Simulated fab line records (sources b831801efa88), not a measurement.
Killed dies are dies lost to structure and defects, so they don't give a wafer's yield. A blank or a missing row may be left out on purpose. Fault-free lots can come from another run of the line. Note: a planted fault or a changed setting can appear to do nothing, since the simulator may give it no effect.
fab line records | flow sky130
record: lots: 5 | wafers: 15 | last-day: 49
route steps=708 shown RES_XHIGH@336 SD_N@342
lots with no fault: from the same line, run without faults
start-h: hours from the record's opening day to when the first of the lot's shown wafers began | wait-h: time in hours since the lot's previous step | " unchanged from the row above | L1.1+2: a single row standing in for several wafers | - no value present, or no start provided | * or withheld: withheld | < > ~ a bound
route shown NAME@n: a module of which the file shows steps, and the number in the route of the first | usual: average and standard deviation across the fault-free wafers | same: alike in all rows | chamber/n: place in a boat | sites: per-site readings | _std_site: the values' standard deviation | _edge_site: outer sites' mean less inner sites' | radius-mm: for every site, how far away it sits from the centre of the wafer | mask NAME#n: copy n | behind: the most recent tool/chamber to have shaped the wafer | hold: reason for holding the lot/hours on hold/outcome of the hold | device: names the non-switching transistor (n, p or np) | end of line: the tests these same wafers got at the end of their route | for a step that has no rows: nothing shown but its recipe | killed: count of dies lost to structure and defects at first sort (not the wafer's yield) | map: a wafer's dies, marking killed ones x, the rest . and places with no die _
set.NAME: the setting that was run; set.NAME@STEP: the one run at that earlier step | model.NAME: the simulator's own value behind a step, which no gauge read
lots seen at some steps along the route; tables by step, rows by wafer
services: the hour from which a tool's chamber was out of use, counted from the record's first day as start-h (under 0 if before that day), plus the number of hours and why
== steps ==
step: SKY_RES_XHIGH_EXPOSE_04
recipe: mask-id: URPM | na: 0.6 | source-shape: conventional | sigma-outer: 0.6 | polarization: unpolarized | target-cd-nm: 1270 | dose-mj: 140
step: SKY_RES_XHIGH_PEB_05
recipe: temp-c: withheld | time-s: * | resist: NOVOLAK
step: SKY_RES_XHIGH_DEVELOP_06
recipe: resist: NOVOLAK | developer: TMAH | develop-time-s: 60 | dev-temp-c: 23
step: SKY_RES_XHIGH_IMPLANT_07
recipe: species: BF2 | energy-kev: 20 | dose-cm2: 3.6e+14 | tilt-deg: 0
step: SKY_RES_XHIGH_STRIP_08
recipe: chemistry: O2/N2 | power-w: 1400 | pressure-mtorr: 1500 | platen-temp-c: withheld | o2-flow-sccm: 3000 | n2-flow-sccm: 300 | overash-fraction: 0.5
usual: drypump-motor-current-A: 5.58/0.27 | n2-flow-sccm: 300.0/0.84 | oes-product-au: 0.710/0.0045 | strip-time-to-endpoint-s: 14.28/0.035
lot.wafer | tool            | chamber | start-h | wait-h | drypump-motor-current-A | n2-flow-sccm | oes-product-au | rf-hours-counter-h | strip-time-to-endpoint-s
L761.1    | plasma-asher-01 | 1       | 636.92  | 0.1    | 5.74                    | 300.9        | 0.711          | 46                 | 14.21
L761.4    | "               | 1       | "       | "      | 5.71                    | 300.7        | 0.704          | -                  | 14.24
L761.5    | "               | 1       | "       | "      | 5.71                    | 301.5        | 0.710          | -                  | 14.19
L762.1    | plasma-asher-01 | 0       | 647.26  | 0.1    | 5.56                    | 301.2        | 0.707          | 47                 | 14.33
L762.2    | "               | 1       | "       | "      | 5.75                    | 299.6        | 0.705          | 47                 | 14.29
L762.4    | "               | 1       | "       | "      | 5.73                    | 299.3        | 0.703          | -                  | 14.26
L776.1    | plasma-asher-03 | 1       | 744.62  | 0.1    | 5.86                    | 300.8        | 0.712          | 99                 | 14.29
L776.4    | "               | 0       | "       | "      | 5.12                    | 300.1        | 0.715          | -                  | 14.25
L776.6    | "               | 1       | "       | "      | 5.86                    | 301.7        | 0.707          | -                  | 14.27
L778.1    | plasma-asher-04 | 1       | 759.14  | 0.1    | 5.90                    | 300.3        | 0.708          | 1                  | 14.28
L778.5    | "               | 0       | "       | "      | 5.42                    | 299.7        | 0.700          | -                  | 14.27
L778.6    | "               | 1       | "       | "      | 5.90                    | 299.7        | 0.710          | -                  | 14.28
L780.1    | plasma-asher-01 | 1       | 770.57  | 0.1    | 5.73                    | 301.4        | 0.705          | 58                 | 14.27
L780.4    | "               | 1       | "       | "      | 5.73                    | 299.9        | 0.715          | -                  | 14.28
L780.6    | "               | 1       | "       | "      | 5.75                    | 299.7        | 0.715          | -                  | 14.28
step: SKY_RES_XHIGH_TW_MEAS_09
usual: RES_XHIGH_TW: 1633/15
lot.wafer | tool          | chamber | start-h | wait-h | RES_XHIGH_TW
L761.1    | film-metro-02 | -       | 637.02  | 0.1    | 1640
L761.4    | "             | -       | "       | "      | 1632
L761.5    | "             | -       | "       | "      | 1625
L762.1    | film-metro-03 | -       | 647.36  | 0.1    | 1615
L762.2    | "             | -       | "       | "      | 1615
L762.4    | "             | -       | "       | "      | 1621
L776.1    | film-metro-03 | -       | 744.72  | 0.1    | 1614
L776.4    | "             | -       | "       | "      | 1617
L776.6    | "             | -       | "       | "      | 1617
L778.1    | film-metro-03 | -       | 759.24  | 0.1    | 1617
L778.5    | "             | -       | "       | "      | 1606
L778.6    | "             | -       | "       | "      | 1620
L780.1    | film-metro-02 | -       | 770.67  | 0.1    | 1621
L780.4    | "             | -       | "       | "      | 1626
L780.6    | "             | -       | "       | "      | 1630
step: SKY_SD_N_DEHYDRATE_00
recipe: temp-c: 200 | time-s: 60
step: SKY_SD_N_HMDS_01
recipe: prime-time-s: 60 | prime-temp-c: 120
step: SKY_SD_N_COAT_02
recipe: resist: NOVOLAK | spin-rpm: 3000 | resist-thk-nm: 1140
step: SKY_SD_N_SOFTBAKE_03
recipe: temp-c: 90 | time-s: 60 | resist: NOVOLAK
step: SKY_SD_N_EXPOSE_04
recipe: mask-id: NSDM | na: 0.6 | source-shape: conventional | sigma-outer: 0.6 | polarization: unpolarized | target-cd-nm: 380 | dose-mj: 141
step: SKY_SD_N_PEB_05
recipe: temp-c: withheld | time-s: * | resist: NOVOLAK
step: SKY_SD_N_DEVELOP_06
recipe: resist: NOVOLAK | developer: TMAH | develop-time-s: 60 | dev-temp-c: 23
lot.wafer  | tool           | chamber | start-h | wait-h
L761.1+4+5 | litho-track-04 | 0       | 665.68  | 0.1
L762.1+2+4 | litho-track-04 | 0       | 676.13  | 0.1
L776.1+4+6 | litho-track-04 | 0       | 770.93  | 0.1
L778.1+5+6 | litho-track-02 | 0       | 785.61  | 0.1
L780.1+4+6 | litho-track-02 | 0       | 797.11  | 0.1
step: SKY_SD_N_CD_MEAS_07
recipe: target-cd-nm: 380
usual: cd-nm: 380.7/2.2
lot.wafer | tool      | chamber | start-h | wait-h | cd-nm
L761.1    | cd-sem-02 | -       | 665.83  | 0.1    | 382.0
L761.4    | "         | -       | "       | "      | 380.1
L761.5    | "         | -       | "       | "      | 382.5
L762.1    | cd-sem-01 | -       | 676.28  | 0.1    | 380.9
L762.2    | "         | -       | "       | "      | 382.5
L762.4    | "         | -       | "       | "      | 377.8
L776.1    | cd-sem-02 | -       | 771.08  | 0.1    | 381.1
L776.4    | "         | -       | "       | "      | -
L776.6    | "         | -       | "       | "      | 380.4
L778.1    | cd-sem-02 | -       | 785.76  | 0.1    | 383.4
L778.5    | "         | -       | "       | "      | 382.2
L778.6    | "         | -       | "       | "      | 383.3
L780.1    | cd-sem-02 | -       | 797.26  | 0.1    | 379.9
L780.4    | "         | -       | "       | "      | 378.5
L780.6    | "         | -       | "       | "      | 379.6
step: SKY_SD_N_OVL_MEAS_08
usual: SD_N_OVL: 0.9/1.3
lot.wafer | tool       | chamber | start-h | wait-h | SD_N_OVL[nm]
L761.1    | overlay-02 | -       | 665.95  | 0.1    | -0.1
L761.4    | "          | -       | "       | "      | -0.7
L761.5    | "          | -       | "       | "      | 0.0
L762.1    | overlay-02 | -       | 676.40  | 0.1    | 1.2
L762.2    | "          | -       | "       | "      | -0.5
L762.4    | "          | -       | "       | "      | -1.6
L776.1    | overlay-01 | -       | 771.20  | 0.1    | 3.1
L776.4    | "          | -       | "       | "      | -
L776.6    | "          | -       | "       | "      | -0.3
L778.1    | overlay-02 | -       | 785.88  | 0.1    | -0.3
L778.5    | "          | -       | "       | "      | 2.4
L778.6    | "          | -       | "       | "      | 0.0
L780.1    | overlay-02 | -       | 797.38  | 0.1    | 0.6
L780.4    | "          | -       | "       | "      | -0.5
L780.6    | "          | -       | "       | "      | 2.3
step: SKY_SD_N_IMPLANT_09
recipe: species: As | energy-kev: 50 | dose-cm2: 4e+15 | tilt-deg: 0
step: SKY_SD_N_IMPLANT_10
recipe: species: P | energy-kev: 20 | dose-cm2: 1e+14 | tilt-deg: 0
step: SKY_SD_N_STRIP_11
recipe: chemistry: O2/N2 | power-w: 1400 | pressure-mtorr: 1500 | platen-temp-c: withheld | o2-flow-sccm: 3000 | n2-flow-sccm: 300 | overash-fraction: 0.5
usual: drypump-motor-current-A: 5.6/0.33 | n2-flow-sccm: 299.9/0.9 | oes-product-au: 0.527/0.0049 | strip-time-to-endpoint-s: 22.56/0.04
lot.wafer | tool            | chamber | start-h | wait-h | drypump-motor-current-A | n2-flow-sccm | oes-product-au | rf-hours-counter-h | strip-time-to-endpoint-s
L761.1    | plasma-asher-04 | 0       | 666.29  | 0.1    | 5.5                     | 300.2        | 0.521          | 100                | 22.52
L761.4    | "               | 0       | "       | "      | 5.4                     | 300.2        | 0.519          | -                  | 22.53
L761.5    | "               | 1       | "       | "      | 5.9                     | 301.8        | 0.531          | -                  | 22.57
L762.1    | plasma-asher-02 | 1       | 676.74  | 0.1    | 6.0                     | 299.0        | 0.525          | 23                 | 22.59
L762.2    | "               | 0       | "       | "      | 5.4                     | 299.8        | 0.529          | 23                 | 22.60
L762.4    | "               | 1       | "       | "      | 6.0                     | 301.3        | 0.519          | -                  | 22.59
L776.1    | plasma-asher-04 | 0       | 771.54  | 0.1    | 5.4                     | 300.6        | 0.523          | 3                  | 22.56
L776.4    | "               | 1       | "       | "      | 5.9                     | 300.5        | 0.525          | -                  | 22.57
L776.6    | "               | 1       | "       | "      | 5.9                     | 300.1        | 0.520          | -                  | 22.56
L778.1    | plasma-asher-04 | 0       | 786.22  | 0.1    | 5.4                     | 297.6        | 0.531          | 4                  | 22.64
L778.5    | "               | 0       | "       | "      | 5.4                     | 299.5        | 0.525          | -                  | 22.56
L778.6    | "               | 1       | "       | "      | 5.9                     | 298.2        | 0.531          | -                  | 22.54
L780.1    | plasma-asher-02 | 0       | 797.72  | 0.1    | 5.4                     | 299.6        | 0.527          | 36                 | 22.53
L780.4    | "               | 1       | "       | "      | 6.0                     | 299.1        | 0.542          | -                  | 22.55
L780.6    | "               | 0       | "       | "      | 5.4                     | 300.8        | 0.528          | -                  | 22.50
step: SKY_SD_N_TW_MEAS_12
usual: SD_N_TW: 3972/33
lot.wafer | tool          | chamber | start-h | wait-h | SD_N_TW
L761.1    | film-metro-04 | -       | 666.39  | 0.1    | 3996
L761.4    | "             | -       | "       | "      | 3999
L761.5    | "             | -       | "       | "      | 3999
L762.1    | film-metro-02 | -       | 676.84  | 0.1    | 3991
L762.2    | "             | -       | "       | "      | 3991
L762.4    | "             | -       | "       | "      | 3996
L776.1    | film-metro-04 | -       | 771.64  | 0.1    | 4030
L776.4    | "             | -       | "       | "      | 30
L776.6    | "             | -       | "       | "      | 4016
L778.1    | film-metro-02 | -       | 786.32  | 0.1    | 3965
L778.5    | "             | -       | "       | "      | 3955
L778.6    | "             | -       | "       | "      | 3958
L780.1    | film-metro-04 | -       | 797.82  | 0.1    | 4024
L780.4    | "             | -       | "       | "      | 4015
L780.6    | "             | -       | "       | "      | 4004
step: SKY_SD_N_CLEAN_13
recipe: chemistry: SC1/SC2 | mix: 1:4:20 | temp-c: 70 | time-s: 150 | dry: n2-spin
== services ==
tool            | chamber | start-h | hours | kind
plasma-asher-01 | -       | 659.93  | 5.7   | repair
plasma-asher-01 | -       | 662.99  | 1.3   | repair
plasma-asher-01 | -       | 703.80  | 2.8   | pm
plasma-asher-04 | -       | 733.75  | 9.0   | pm
plasma-asher-04 | 0       | 733.75  | 9.0   | vent-cycle
plasma-asher-04 | 1       | 733.75  | 9.0   | vent-cycle
plasma-asher-04 | 0       | 742.75  | -     | clean
plasma-asher-04 | 1       | 742.75  | -     | clean
plasma-asher-03 | -       | 764.58  | 2.8   | pm
plasma-asher-04 | -       | 795.17  | 9.1   | repair
== key ==
first-sign: step: SKY_SD_N_CD_MEAS_07 | reading: cd-nm | direction: missing
effect: step: SKY_SD_N_OVL_MEAS_08 | reading: SD_N_OVL | direction: missing
effect: step: SKY_SD_N_TW_MEAS_12 | reading: SD_N_TW | direction: down | sigmas: 99+ | usual: 3972 | struck: 30
met-at SKY_SD_N_DEVELOP_06
struck-wafers L776.4
sort-left-out L776.4
tester-left-out L776
onset-between 676.13 770.93
fault: kind: process-parameter-drift | tool: litho-track-04 | chamber: - | onset-h: 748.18 | steps: SKY_SD_N_DEVELOP_06 | channel: develop-time-s | offset: * | shape: step | end-h: 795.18 | scope: struck-wafers-only | acts-in: * | stated: *
tester-left-out: of these lots the tester's yield and bins aren't shown, on N5 and GAA mostly nor the transistor test; their killed dies are dies lost to structure and defects alone, not to doping, threshold or leakage, so they don't give the yield
sort-left-out: the simulated sort isn't trusted on such a fault, so these wafers' sort isn't shown, and their yield isn't known
